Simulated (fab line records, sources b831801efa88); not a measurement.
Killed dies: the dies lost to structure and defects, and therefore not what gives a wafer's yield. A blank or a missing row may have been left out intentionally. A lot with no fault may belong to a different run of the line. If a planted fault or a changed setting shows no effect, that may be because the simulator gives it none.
Which of the tools did it? :: flow sky130 :: 39 wafers from 13 lots sampled at 6 of the route's 708 steps

## WHAT EACH GAUGE READ, for each wafer
SKY_POLY_GATE_CD_MEAS_13: the cd target is 150 nm. Usual: cd_nm reads 149.8 nm (standard deviation 1.5).
lot: L358
measured: day 16 06:02
on: cd_sem-01
cd_nm (nm): 151.8 150.6 151.6
flag: 

lot: L359
measured: day 17 00:05
on: cd_sem-01
cd_nm (nm): 146.5 148.5 147.6
flag: 

lot: L360
measured: day 17 03:59
on: cd_sem-02
cd_nm (nm): 148.1 146.5 147.2
flag: 

lot: L363
measured: day 18 08:08
on: cd_sem-02
cd_nm (nm): 152.3 152.1 152.6
flag: 

lot: L361
measured: day 18 09:34
on: cd_sem-02
cd_nm (nm): 150.7 151.2 151.2
flag: 

lot: L362
measured: day 18 11:19
on: cd_sem-02
cd_nm (nm): 149.9 150.9 150.2
flag: 

lot: L365
measured: day 19 00:53
on: cd_sem-02
cd_nm (nm): 149.9 149.1 149.8
flag: 

lot: L367
measured: day 19 18:37
on: cd_sem-02
cd_nm (nm): 151.7 150.6 149.9
flag: 

lot: L368
measured: day 20 04:02
on: cd_sem-02
cd_nm (nm): 147.3 149.1 148.0
flag: 

lot: L370
measured: day 21 00:31
on: cd_sem-02
cd_nm (nm): 150.5 150.3 149.9
flag: 

lot: L373
measured: day 22 00:07
on: cd_sem-02
cd_nm (nm): 152.3 151.0 151.8
flag: 

lot: L380
measured: day 24 14:17
on: cd_sem-01
cd_nm (nm): 149.1 149.2 148.4
flag: 

lot: L381
measured: day 25 00:47
on: cd_sem-02
cd_nm (nm): 150.5 150.1 148.9
flag: 

SKY_POLY_GATE_OVL_MEAS_14. Usual: POLY_GATE_OVL gives -2 nm (standard deviation 5.1).
lot: L358
measured: day 16 06:09
on: overlay-02
POLY_GATE_OVL (nm): -8 -4 -14
flag: 

lot: L359
measured: day 17 00:12
on: overlay-02
POLY_GATE_OVL (nm): -5 -8 -2
flag: 

lot: L360
measured: day 17 04:06
on: overlay-01
POLY_GATE_OVL (nm): 4 2 4
flag: 

lot: L363
measured: day 18 08:15
on: overlay-01
POLY_GATE_OVL (nm): 1 -8 -5
flag: 

lot: L361
measured: day 18 09:41
on: overlay-01
POLY_GATE_OVL (nm): 4 2 4
flag: 

lot: L362
measured: day 18 11:24
on: overlay-01
POLY_GATE_OVL (nm): -3 -4 -4
flag: 

lot: L365
measured: day 19 01:00
on: overlay-02
POLY_GATE_OVL (nm): -1 2 0
flag: 

lot: L367
measured: day 19 18:44
on: overlay-02
POLY_GATE_OVL (nm): -6 -4 -8
flag: 

lot: L368
measured: day 20 04:09
on: overlay-02
POLY_GATE_OVL (nm): -7 3 4
flag: 

lot: L370
measured: day 21 00:38
on: overlay-02
POLY_GATE_OVL (nm): -3 -5 0
flag: 

lot: L373
measured: day 22 00:14
on: overlay-02
POLY_GATE_OVL (nm): 0 4 1
flag: 

lot: L380
measured: day 24 14:24
on: overlay-02
POLY_GATE_OVL (nm): 3 1 2
flag: 

lot: L381
measured: day 25 00:54
on: overlay-02
POLY_GATE_OVL (nm): -7 -1 1
flag: 

SKY_LDD_HVN_TW_MEAS_10. Usual: LDD_HVN_TW gives 1437 (standard deviation 6.6).
lot: L358
measured: day 20 03:55
on: film_metro-03
LDD_HVN_TW: 1443 1446 1452
flag: 

lot: L359
measured: day 20 22:40
on: film_metro-01
LDD_HVN_TW: 1430 1426 1436
flag: 

lot: L360
measured: day 21 02:25
on: film_metro-04
LDD_HVN_TW: 1429 1424 1429
flag: 

lot: L363
measured: day 22 07:58
on: film_metro-03
LDD_HVN_TW: 1435 1433 1435
flag: 

lot: L361
measured: day 22 08:32
on: film_metro-04
LDD_HVN_TW: 1440 1435 1446
flag: 

lot: L362
measured: day 22 12:11
on: film_metro-04
LDD_HVN_TW: 1441 1445 1432
flag: 

lot: L365
measured: day 23 03:31
on: film_metro-04
LDD_HVN_TW: 1434 1431 1430
flag: 

lot: L367
measured: day 23 17:50
on: film_metro-03
LDD_HVN_TW: 1439 1430 1437
flag: 

lot: L368
measured: day 24 03:25
on: film_metro-04
LDD_HVN_TW: 1440 1438 1443
flag: 

lot: L370
measured: day 24 23:28
on: film_metro-04
LDD_HVN_TW: 1431 1437 1438
flag: 

lot: L373
measured: day 25 21:55
on: film_metro-01
LDD_HVN_TW: 604 604 609
flag: OFF

lot: L380
measured: day 28 09:32
on: film_metro-04
LDD_HVN_TW: 1434 1435 1442
flag: 

lot: L381
measured: day 28 20:15
on: film_metro-03
LDD_HVN_TW: 1429 1432 1431
flag: 

SKY_LDD_LDN_OVL_MEAS_07. Usual: LDD_LDN_OVL gives -0.1 nm (standard deviation 1.4).
lot: L358
measured: day 22 16:17
on: overlay-02
LDD_LDN_OVL (nm): 0.8 0.1 1.3
flag: 

lot: L359
measured: day 23 11:46
on: overlay-02
LDD_LDN_OVL (nm): -2.3 0.2 -0.9
flag: 

lot: L360
measured: day 23 15:58
on: overlay-02
LDD_LDN_OVL (nm): -1.7 -2.0 -2.7
flag: 

lot: L363
measured: day 24 19:49
on: overlay-01
LDD_LDN_OVL (nm): 1.8 -0.5 0.2
flag: 

lot: L361
measured: day 24 20:41
on: overlay-01
LDD_LDN_OVL (nm): 1.5 2.1 1.9
flag: 

lot: L362
measured: day 24 23:47
on: overlay-01
LDD_LDN_OVL (nm): 2.4 1.6 -0.6
flag: 

lot: L365
measured: day 25 14:58
on: overlay-01
LDD_LDN_OVL (nm): -3.4 -3.8 -2.5
flag: 

lot: L367
measured: day 26 05:22
on: overlay-02
LDD_LDN_OVL (nm): 1.8 1.5 3.2
flag: 

lot: L368
measured: day 26 14:02
on: overlay-02
LDD_LDN_OVL (nm): 1.0 -0.2 0.7
flag: 

lot: L370
measured: day 27 10:46
on: overlay-01
LDD_LDN_OVL (nm): -1.3 -2.5 -0.9
flag: 

lot: L373
measured: day 28 07:55
on: overlay-01
LDD_LDN_OVL (nm): -0.4 1.1 0.3
flag: 

lot: L380
measured: day 30 17:25
on: overlay-01
LDD_LDN_OVL (nm): 1.4 0.5 0.3
flag: 

lot: L381
measured: day 31 03:59
on: overlay-02
LDD_LDN_OVL (nm): 2.2 1.4 2.5
flag: 

## WHAT TOOL EACH LOT RAN ON (gives the tool, then ch and the chambers of the sampled wafers, and finally the start)
lot: L358
SKY_LDD_P_STRIP_10: plasma_asher-01 ch 0,1, day 18 21:26
SKY_LDD_HVN_STRIP_09: plasma_asher-02 ch 0,1, day 20 03:49

lot: L359
SKY_LDD_P_STRIP_10: plasma_asher-04 ch 0,1, day 19 15:17
SKY_LDD_HVN_STRIP_09: plasma_asher-02 ch 0,1, day 20 22:34

lot: L360
SKY_LDD_P_STRIP_10: plasma_asher-02 ch 0,1, day 19 18:43
SKY_LDD_HVN_STRIP_09: plasma_asher-03 ch 0, day 21 02:19

lot: L363
SKY_LDD_P_STRIP_10: plasma_asher-02 ch 0,1, day 21 00:58
SKY_LDD_HVN_STRIP_09: plasma_asher-02 ch 0,1, day 22 07:52

lot: L361
SKY_LDD_P_STRIP_10: plasma_asher-02 ch 0,1, day 21 01:44
SKY_LDD_HVN_STRIP_09: plasma_asher-03 ch 0,1, day 22 08:26

lot: L362
SKY_LDD_P_STRIP_10: plasma_asher-01 ch 0,1, day 21 04:58
SKY_LDD_HVN_STRIP_09: plasma_asher-02 ch 0,1, day 22 12:05

lot: L365
SKY_LDD_P_STRIP_10: plasma_asher-02 ch 1, day 21 20:32
SKY_LDD_HVN_STRIP_09: plasma_asher-02 ch 0,1, day 23 03:25

lot: L367
SKY_LDD_P_STRIP_10: plasma_asher-02 ch 0,1, day 22 11:32
SKY_LDD_HVN_STRIP_09: plasma_asher-03 ch 0,1, day 23 17:44

lot: L368
SKY_LDD_P_STRIP_10: plasma_asher-04 ch 0,1, day 22 20:38
SKY_LDD_HVN_STRIP_09: plasma_asher-02 ch 0,1, day 24 03:19

lot: L370
SKY_LDD_P_STRIP_10: plasma_asher-01 ch 0,1, day 23 16:58
SKY_LDD_HVN_STRIP_09: plasma_asher-02 ch 0,1, day 24 23:22

lot: L373
SKY_LDD_P_STRIP_10: plasma_asher-01 ch 0,1, day 24 16:44
SKY_LDD_HVN_STRIP_09: plasma_asher-02 ch 1, day 25 21:49

lot: L380
SKY_LDD_P_STRIP_10: plasma_asher-01 ch 0,1, day 27 04:35
SKY_LDD_HVN_STRIP_09: plasma_asher-03 ch 0, day 28 09:26

lot: L381
SKY_LDD_P_STRIP_10: plasma_asher-04 ch 0,1, day 27 15:44
SKY_LDD_HVN_STRIP_09: plasma_asher-02 ch 0,1, day 28 20:08
- SKY_LDD_P_STRIP_10: strips in O2/N2.
- SKY_LDD_HVN_STRIP_09: strips in O2/N2.

## AS READ BY THE TOOLS THEMSELVES (means over the sampled wafers that have a number; for cases with no such wafer, the mark the record gives instead)
SKY_LDD_P_STRIP_10. Usual: drypump_motor_current_A 5.4 A, standard deviation 0.56; oes_product_au 0.716 a.u., standard deviation 0.0045; strip_time_to_endpoint_s 14.18 s, standard deviation 0.041.
lot: L358
tool: plasma_asher-01
drypump_motor_current_A (A): 5.0
oes_product_au (a.u.): 0.714
strip_time_to_endpoint_s (s): 14.13
flag: 

lot: L359
tool: plasma_asher-04
drypump_motor_current_A (A): 5.1
oes_product_au (a.u.): 0.715
strip_time_to_endpoint_s (s): 14.19
flag: 

lot: L360
tool: plasma_asher-02
drypump_motor_current_A (A): 6.0
oes_product_au (a.u.): 0.720
strip_time_to_endpoint_s (s): 14.18
flag: 

lot: L363
tool: plasma_asher-02
drypump_motor_current_A (A): 6.1
oes_product_au (a.u.): 0.721
strip_time_to_endpoint_s (s): 14.17
flag: 

lot: L361
tool: plasma_asher-02
drypump_motor_current_A (A): 5.8
oes_product_au (a.u.): 0.712
strip_time_to_endpoint_s (s): 14.07
flag: 

lot: L362
tool: plasma_asher-01
drypump_motor_current_A (A): 5.0
oes_product_au (a.u.): 0.714
strip_time_to_endpoint_s (s): 14.20
flag: 

lot: L365
tool: plasma_asher-02
drypump_motor_current_A (A): 5.5
oes_product_au (a.u.): 0.714
strip_time_to_endpoint_s (s): 14.16
flag: 

lot: L367
tool: plasma_asher-02
drypump_motor_current_A (A): 6.1
oes_product_au (a.u.): 0.716
strip_time_to_endpoint_s (s): 14.18
flag: 

lot: L368
tool: plasma_asher-04
drypump_motor_current_A (A): 5.5
oes_product_au (a.u.): 0.714
strip_time_to_endpoint_s (s): 14.18
flag: 

lot: L370
tool: plasma_asher-01
drypump_motor_current_A (A): 5.0
oes_product_au (a.u.): 0.717
strip_time_to_endpoint_s (s): 14.16
flag: 

lot: L373
tool: plasma_asher-01
drypump_motor_current_A (A): 5.0
oes_product_au (a.u.): 0.956
strip_time_to_endpoint_s (s): -
flag: OFF

lot: L380
tool: plasma_asher-01
drypump_motor_current_A (A): 5.0
oes_product_au (a.u.): 0.716
strip_time_to_endpoint_s (s): 14.19
flag: 

lot: L381
tool: plasma_asher-04
drypump_motor_current_A (A): 5.1
oes_product_au (a.u.): 0.714
strip_time_to_endpoint_s (s): 14.15
flag: 

SKY_LDD_HVN_STRIP_09. Usual: drypump_motor_current_A 5.7 A, standard deviation 0.49; oes_product_au 0.409 a.u., standard deviation 0.0045; strip_time_to_endpoint_s 4.136 s, standard deviation 0.016.
lot: L358
tool: plasma_asher-02
drypump_motor_current_A (A): 6.1
oes_product_au (a.u.): 0.406
strip_time_to_endpoint_s (s): 4.132
flag: 

lot: L359
tool: plasma_asher-02
drypump_motor_current_A (A): 6.0
oes_product_au (a.u.): 0.410
strip_time_to_endpoint_s (s): 4.152
flag: 

lot: L360
tool: plasma_asher-03
drypump_motor_current_A (A): 5.5
oes_product_au (a.u.): 0.406
strip_time_to_endpoint_s (s): 4.136
flag: 

lot: L363
tool: plasma_asher-02
drypump_motor_current_A (A): 6.1
oes_product_au (a.u.): 0.410
strip_time_to_endpoint_s (s): 4.143
flag: 

lot: L361
tool: plasma_asher-03
drypump_motor_current_A (A): 5.4
oes_product_au (a.u.): 0.410
strip_time_to_endpoint_s (s): 4.134
flag: 

lot: L362
tool: plasma_asher-02
drypump_motor_current_A (A): 6.1
oes_product_au (a.u.): 0.405
strip_time_to_endpoint_s (s): 4.117
flag: 

lot: L365
tool: plasma_asher-02
drypump_motor_current_A (A): 6.1
oes_product_au (a.u.): 0.413
strip_time_to_endpoint_s (s): 4.122
flag: 

lot: L367
tool: plasma_asher-03
drypump_motor_current_A (A): 5.4
oes_product_au (a.u.): 0.410
strip_time_to_endpoint_s (s): 4.147
flag: 

lot: L368
tool: plasma_asher-02
drypump_motor_current_A (A): 6.1
oes_product_au (a.u.): 0.407
strip_time_to_endpoint_s (s): 4.159
flag: 

lot: L370
tool: plasma_asher-02
drypump_motor_current_A (A): 5.8
oes_product_au (a.u.): 0.405
strip_time_to_endpoint_s (s): 4.129
flag: 

lot: L373
tool: plasma_asher-02
drypump_motor_current_A (A): 5.6
oes_product_au (a.u.): 0.507
strip_time_to_endpoint_s (s): 6.443
flag: OFF

lot: L380
tool: plasma_asher-03
drypump_motor_current_A (A): 5.5
oes_product_au (a.u.): 0.406
strip_time_to_endpoint_s (s): 4.105
flag: 

lot: L381
tool: plasma_asher-02
drypump_motor_current_A (A): 6.1
oes_product_au (a.u.): 0.412
strip_time_to_endpoint_s (s): 4.143
flag: 

## THE ANSWER, worked out from the rows above alone
Rule: a lot is off if the mean of its wafers that have a number lies more than 3 standard deviations from the usual mean. Also off: a lot with no number at a reading for which 4 or more lots have one. Any other lot the step has rows for is counted as sound. First the gauges in route order, then the tools' own readings, where a lot's mean is used as printed above. At the first step where some lot is off, the reading lying furthest off is the one used; lots without a number count as furthest.
Off: L373, at SKY_LDD_HVN_TW_MEAS_10 (LDD_HVN_TW).
A tool fits if, at a process step before that reading, it ran every lot that is off, and no sound lot after the first of them. The gauges at SKY_LDD_HVN_TW_MEAS_10 aren't tried: what is off there is off at SKY_LDD_P_STRIP_10 too, on other tools, and a gauge's error can't cause that. No candidate that was tried fits.

## WHAT WAS PUT IN BY THE SIMULATOR
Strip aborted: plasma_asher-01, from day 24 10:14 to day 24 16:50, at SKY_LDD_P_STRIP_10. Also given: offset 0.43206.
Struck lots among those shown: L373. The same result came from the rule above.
